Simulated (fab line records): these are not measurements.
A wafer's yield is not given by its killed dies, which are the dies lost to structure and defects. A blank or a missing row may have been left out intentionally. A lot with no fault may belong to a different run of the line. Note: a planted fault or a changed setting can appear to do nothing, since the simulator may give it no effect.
Check for tools in common    flow gf180mcu    Sampled: 13 lots, 45 wafers

## WHAT PROMPTED THE OPENING
Of 13 lots, 2 have the reading HV_LDD_4_TW flagged at GF_HV_LDD_TW_MEAS_50. No-fault wafers: 573, standard deviation 5.1.
Rule: a lot is flagged when every wafer of it that has a number lies more than 4 standard deviations from that mean, or none has a number. All remaining lots are regarded as sound.

lot   measured      on             HV_LDD_4_TW, wafer by wafer  flag
L496  day 13 04:41  film-metro-03  577 576 575                  
L497  day 13 07:58  film-metro-04  576 572 571                  
L498  day 13 12:29  film-metro-02  572 572 571                  
L499  day 13 20:11  film-metro-02  569 571 570                  
L500  day 14 03:05  film-metro-02  569 569 571                  
L505  day 15 15:29  film-metro-03  617 613 611 611 612 613      FLAGGED
L507  day 16 08:39  film-metro-02  602 600 604 604 604 604      FLAGGED
L511  day 17 19:01  film-metro-03  575 576 580                  
L512  day 18 03:23  film-metro-04  568 567 567                  
L513  day 18 12:14  film-metro-02  574 571 574                  
L514  day 18 18:16  film-metro-04  570 570 570                  
L516  day 19 11:12  film-metro-04  569 568 568                  
L518  day 19 22:01  film-metro-03  580 581 580                  
The mean of the flagged lots' numbers is 608, +35 from the usual (+7 standard deviations).

## LOT BY LOT: THE TOOL USED
The record keeps 1 process step preceding the reading, out of 602 steps on the route. Cell contents, in order: the tool; ch with the chambers the sampled wafers went through; the start.
lot   flag     GF_HV_LDD_IMPLANT_48
L496           implanter-02 ch 0, day 13 04:27
L497           implanter-04 ch 0, day 13 07:43
L498           implanter-02 ch 0, day 13 12:15
L499           implanter-01 ch 0, day 13 19:56
L500           implanter-04 ch 0, day 14 02:52
L505  FLAGGED  implanter-04 ch 0, day 15 15:14
L507  FLAGGED  implanter-04 ch 0, day 16 08:24
L511           implanter-01 ch 0, day 17 18:46
L512           implanter-01 ch 0, day 18 03:08
L513           implanter-02 ch 0, day 18 11:59
L514           implanter-04 ch 0, day 18 18:01
L516           implanter-04 ch 0, day 19 10:59
L518           implanter-04 ch 0, day 19 21:47
These steps, and what they do:
- GF_HV_LDD_IMPLANT_48
- GF_HV_LDD_TW_MEAS_50

## FLAGGED AGAINST TOTAL, ONE TOOL AT A TIME (gauges that did the reading follow at the end)
step                  tool           lots run  flagged  share of the flagged lots  sound lots run after its first flagged lot
GF_HV_LDD_IMPLANT_48  implanter-01   3         0        none                       -
GF_HV_LDD_IMPLANT_48  implanter-02   3         0        none                       -
GF_HV_LDD_IMPLANT_48  implanter-04   7         2        all                        3 (L514,L516,L518)
GF_HV_LDD_TW_MEAS_50  film-metro-02  5         1        some                       1 (L513)
GF_HV_LDD_TW_MEAS_50  film-metro-03  4         1        some                       2 (L511,L518)
GF_HV_LDD_TW_MEAS_50  film-metro-04  4         0        none                       -

## WHAT THE TABLE PERMITS
In the table, 1 row covers all flagged lots: implanter-04 at GF_HV_LDD_IMPLANT_48.
- implanter-04 at GF_HV_LDD_IMPLANT_48 ran 7 lots, 2 of them flagged. Sound lots ran on it after the first flagged one (L514, L516, L518), which a lasting fault on the whole tool wouldn't allow. Its own readings lie more than 4 standard deviations out on every wafer of the flagged lots: beam-energy-keV.
There is no row in the table that ran each flagged lot and no sound lot after the first.

## WHAT WAS PUT IN BY THE SIMULATOR
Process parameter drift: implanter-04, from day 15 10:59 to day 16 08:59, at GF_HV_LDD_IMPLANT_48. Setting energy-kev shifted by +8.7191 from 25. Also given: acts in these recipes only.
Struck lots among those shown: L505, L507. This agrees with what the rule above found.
